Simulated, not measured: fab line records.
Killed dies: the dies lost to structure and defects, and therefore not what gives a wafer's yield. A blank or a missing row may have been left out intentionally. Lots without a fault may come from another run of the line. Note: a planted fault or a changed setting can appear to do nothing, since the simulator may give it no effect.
Chamber matching :: flow sky130 :: 4 sister chambers for SKY_VIA2_CMP_24 on cmp-02
The step polishes, stops on SiO2, t overpolish 20 s, target thk 0 nm. 30 wafers are shown with their chamber, then 12 later ones without.

== WAFERS, EACH WITH ITS CHAMBER ==
wafer: L074.3
chamber: 0
motorCurrentA (A): 8.3
platenRpm (rpm): 60.02
overpolishRunS (s): 20.003

wafer: L074.4
chamber: 3
motorCurrentA (A): 10.6
platenRpm (rpm): 60.07
overpolishRunS (s): 20.004

wafer: L074.6
chamber: 3
motorCurrentA (A): 10.0
platenRpm (rpm): 60.06
overpolishRunS (s): 20.007

wafer: L075.2
chamber: 3
motorCurrentA (A): 10.3
platenRpm (rpm): 60.03
overpolishRunS (s): 20.008

wafer: L075.4
chamber: 0
motorCurrentA (A): 8.1
platenRpm (rpm): 59.99
overpolishRunS (s): 19.987

wafer: L075.5
chamber: 3
motorCurrentA (A): 11.0
platenRpm (rpm): 60.07
overpolishRunS (s): 20.012

wafer: L079.1
chamber: 3
motorCurrentA (A): 10.6
platenRpm (rpm): 60.04
overpolishRunS (s): 19.999

wafer: L079.5
chamber: 2
motorCurrentA (A): 11.6
platenRpm (rpm): 60.07
overpolishRunS (s): 19.999

wafer: L079.6
chamber: 1
motorCurrentA (A): 10.7
platenRpm (rpm): 60.05
overpolishRunS (s): 20.001

wafer: L080.2
chamber: 1
motorCurrentA (A): 11.0
platenRpm (rpm): 59.98
overpolishRunS (s): 19.999

wafer: L080.3
chamber: 2
motorCurrentA (A): 12.6
platenRpm (rpm): 59.98
overpolishRunS (s): 19.992

wafer: L080.5
chamber: 0
motorCurrentA (A): 8.2
platenRpm (rpm): 60.03
overpolishRunS (s): 20.000

wafer: L081.2
chamber: 2
motorCurrentA (A): 12.1
platenRpm (rpm): 59.93
overpolishRunS (s): 19.989

wafer: L081.4
chamber: 3
motorCurrentA (A): 10.9
platenRpm (rpm): 60.01
overpolishRunS (s): 19.998

wafer: L081.5
chamber: 1
motorCurrentA (A): 11.3
platenRpm (rpm): 60.03
overpolishRunS (s): 20.005

wafer: L082.3
chamber: 0
motorCurrentA (A): 8.2
platenRpm (rpm): 59.99
overpolishRunS (s): 20.001

wafer: L082.4
chamber: 3
motorCurrentA (A): 10.4
platenRpm (rpm): 60.02
overpolishRunS (s): 19.998

wafer: L082.6
chamber: 2
motorCurrentA (A): 12.6
platenRpm (rpm): 59.95
overpolishRunS (s): 20.001

wafer: L083.3
chamber: 1
motorCurrentA (A): 10.7
platenRpm (rpm): 60.01
overpolishRunS (s): 20.005

wafer: L083.5
chamber: 3
motorCurrentA (A): 10.3
platenRpm (rpm): 59.99
overpolishRunS (s): 20.014

wafer: L083.6
chamber: 2
motorCurrentA (A): 11.6
platenRpm (rpm): 59.95
overpolishRunS (s): 20.011

wafer: L085.1
chamber: 0
motorCurrentA (A): 8.3
platenRpm (rpm): 59.99
overpolishRunS (s): 19.979

wafer: L085.5
chamber: 1
motorCurrentA (A): 10.9
platenRpm (rpm): 59.93
overpolishRunS (s): 20.006

wafer: L085.6
chamber: 0
motorCurrentA (A): 8.1
platenRpm (rpm): 60.01
overpolishRunS (s): 19.994

wafer: L086.1
chamber: 3
motorCurrentA (A): 11.0
platenRpm (rpm): 59.99
overpolishRunS (s): 19.996

wafer: L086.4
chamber: 0
motorCurrentA (A): 7.9
platenRpm (rpm): 60.02
overpolishRunS (s): 19.976

wafer: L086.5
chamber: 0
motorCurrentA (A): 8.4
platenRpm (rpm): 60.05
overpolishRunS (s): 20.012

wafer: L087.2
chamber: 2
motorCurrentA (A): 12.9
platenRpm (rpm): 59.90
overpolishRunS (s): 20.006

wafer: L087.3
chamber: 3
motorCurrentA (A): 10.6
platenRpm (rpm): 59.94
overpolishRunS (s): 20.005

wafer: L087.6
chamber: 1
motorCurrentA (A): 10.8
platenRpm (rpm): 59.98
overpolishRunS (s): 20.003

SIGNATURES (means of the wafers above)
reading: motorCurrentA
chamber 0: 8.188
chamber 1: 10.900
chamber 2: 12.233
chamber 3: 10.570
scatter within a chamber: 0.336

reading: platenRpm
chamber 0: 60.0125
chamber 1: 59.9967
chamber 2: 59.9633
chamber 3: 60.0220
scatter within a chamber: 0.0416

reading: overpolishRunS
chamber 0: 19.99400
chamber 1: 20.00317
chamber 2: 19.99967
chamber 3: 20.00410
scatter within a chamber: 0.00836
Rule: for a wafer and a chamber, the distance is found by dividing, reading by reading, the gap between the wafer's reading and the chamber's mean by the reading's scatter, squaring, summing and taking the root. The wafer belongs to the nearest chamber; if the next one is less than 2 further off, it can't be placed. How the scatter is found: for the shown wafers, subtract from each reading the mean of its chamber, square and add these, divide the total by (wafers less chambers), then take the root.

== WAFERS WHOSE CHAMBER IS MISSING ==
wafer: L089.3
motorCurrentA (A): 10.9
platenRpm (rpm): 59.94
overpolishRunS (s): 19.992

wafer: L089.5
motorCurrentA (A): 11.1
platenRpm (rpm): 59.94
overpolishRunS (s): 20.012

wafer: L089.6
motorCurrentA (A): 12.3
platenRpm (rpm): 59.96
overpolishRunS (s): 20.004

wafer: L092.2
motorCurrentA (A): 8.2
platenRpm (rpm): 59.95
overpolishRunS (s): 20.011

wafer: L092.4
motorCurrentA (A): 12.5
platenRpm (rpm): 60.04
overpolishRunS (s): 20.009

wafer: L092.6
motorCurrentA (A): 10.4
platenRpm (rpm): 60.03
overpolishRunS (s): 20.006

wafer: L094.1
motorCurrentA (A): 8.5
platenRpm (rpm): 60.00
overpolishRunS (s): 20.010

wafer: L094.3
motorCurrentA (A): 10.6
platenRpm (rpm): 60.02
overpolishRunS (s): 19.996

wafer: L094.6
motorCurrentA (A): 11.0
platenRpm (rpm): 59.99
overpolishRunS (s): 20.002

wafer: L096.1
motorCurrentA (A): 13.2
platenRpm (rpm): 59.94
overpolishRunS (s): 20.007

wafer: L096.2
motorCurrentA (A): 10.6
platenRpm (rpm): 59.95
overpolishRunS (s): 19.981

wafer: L096.3
motorCurrentA (A): 10.1
platenRpm (rpm): 59.95
overpolishRunS (s): 19.986

== EACH ONE'S CHAMBER ==
wafer: L089.3
from the rows above: can't be placed: 1 or 3
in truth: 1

wafer: L089.5
from the rows above: can't be placed: 1 or 3 or 2
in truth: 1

wafer: L089.6
from the rows above: 2
in truth: 2

wafer: L092.2
from the rows above: 0
in truth: 0

wafer: L092.4
from the rows above: 2
in truth: 2

wafer: L092.6
from the rows above: can't be placed: 3 or 1
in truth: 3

wafer: L094.1
from the rows above: 0
in truth: 0

wafer: L094.3
from the rows above: can't be placed: 3 or 1
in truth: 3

wafer: L094.6
from the rows above: can't be placed: 1 or 3
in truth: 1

wafer: L096.1
from the rows above: 2
in truth: 2

wafer: L096.2
from the rows above: can't be placed: 1 or 3
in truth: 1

wafer: L096.3
from the rows above: can't be placed: 3 or 1
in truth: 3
Correctly placed: 5 of 12. From these rows, 7 cannot be placed; in 7 the true chamber is one of the candidates. 0 placed wrongly.
